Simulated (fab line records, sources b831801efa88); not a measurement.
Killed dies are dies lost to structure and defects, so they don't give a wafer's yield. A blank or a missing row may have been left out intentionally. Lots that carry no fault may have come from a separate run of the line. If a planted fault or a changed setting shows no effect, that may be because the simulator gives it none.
One fault seen from 2 desks | flow sky130 | only its own numbers are on each desk; what lay behind them is given at the end

## FOR THE TOOL OWNER'S DESK: furnace-01
The tool's own readings at SKY_GATE_OXIDE_OXIDATION_01 (stabilise 600 s, purge 300 s, target thk 10.268 nm): means of the sampled wafers that have a number, for each lot that ran on this tool. Any lot whose mean is over 4 standard deviations away from the usual mean is out of limits and marked OUT; that distance is given in the brackets.
Columns: A = ox_temp_c_max at SKY_GATE_OXIDE_OXIDATION_01, usual 904.6
lot  | first seen here | A
L356 | day 13 13:10    | 905.3
L360 | day 15 16:44    | 905.0
L359 | day 15 18:09    | 904.6
L361 | day 16 10:33    | 904.4
L362 | day 16 10:33    | 904.0
L363 | day 16 10:33    | 904.7
L375 | day 20 11:56    | 904.4
L376 | day 20 16:39    | 904.0
L377 | day 20 18:20    | 905.6
This desk found nothing out of limits on any of the 9 lots.

## AT THE METROLOGY DESK
What the gauges read, lot by lot, whatever tool the lot ran on: means of the sampled wafers that have a number. Any lot whose mean is over 4 standard deviations away from the usual mean is out of limits and marked OUT; that distance is given in the brackets.
Columns: A = SONOS_TUNNEL_OVL at SKY_SONOS_TUNNEL_OVL_MEAS_08, usual 0.1 nm; B = GATE_OXIDE_OXIDATION_00_THK at SKY_GATE_OXIDE_THK_MEAS_02, usual 10.23 nm
lot  | first seen here | A    | B
L354 | day 11 10:22    | 0.2  | 9.88
L356 | day 12 03:30    | 0.4  | 10.17
L360 | day 14 08:27    | 1.5  | 10.18
L359 | day 14 09:46    | -0.1 | 10.25
L361 | day 14 17:46    | 1.7  | 11.67 (+7.2) OUT
L362 | day 14 18:43    | 0.5  | 11.24 (+5.1) OUT
L363 | day 14 21:16    | -0.6 | 11.77 (+7.7) OUT
L366 | day 16 01:12    | 1.5  | 10.09
L368 | day 16 12:34    | 0.4  | 10.18
L373 | day 17 22:36    | -0.5 | 10.18
L375 | day 18 23:07    | -0.5 | 9.96
L376 | day 19 04:21    | 0.6  | 10.40
L377 | day 19 06:46    | 2.0  | 10.25
This desk reports L361, L362, L363 out of limits; the earliest was L362 at day 16 11:58 (GATE_OXIDE_OXIDATION_00_THK at SKY_GATE_OXIDE_THK_MEAS_02). In limits: L354, L356, L360, L359, L366, L368, L373, L375, L376, L377.

## BROUGHT TOGETHER
Metrology desk: alarm possible at day 16 11:58 on L361, L362, L363.
Nothing out of limits was seen by the tool owner's desk.
On record at the tool owner's desk: L361, L362, L363, within its limits.
On furnace-01, each named lot ran SKY_GATE_OXIDE_OXIDATION_01.

## WHAT HAD BEEN PUT IN BY THE SIMULATOR
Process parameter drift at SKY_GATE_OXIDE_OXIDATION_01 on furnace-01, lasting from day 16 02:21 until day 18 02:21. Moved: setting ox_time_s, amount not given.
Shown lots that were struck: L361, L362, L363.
Per desk, hours elapsed from the start of the fault to the first reading out of limits: for the metrology desk, 10.
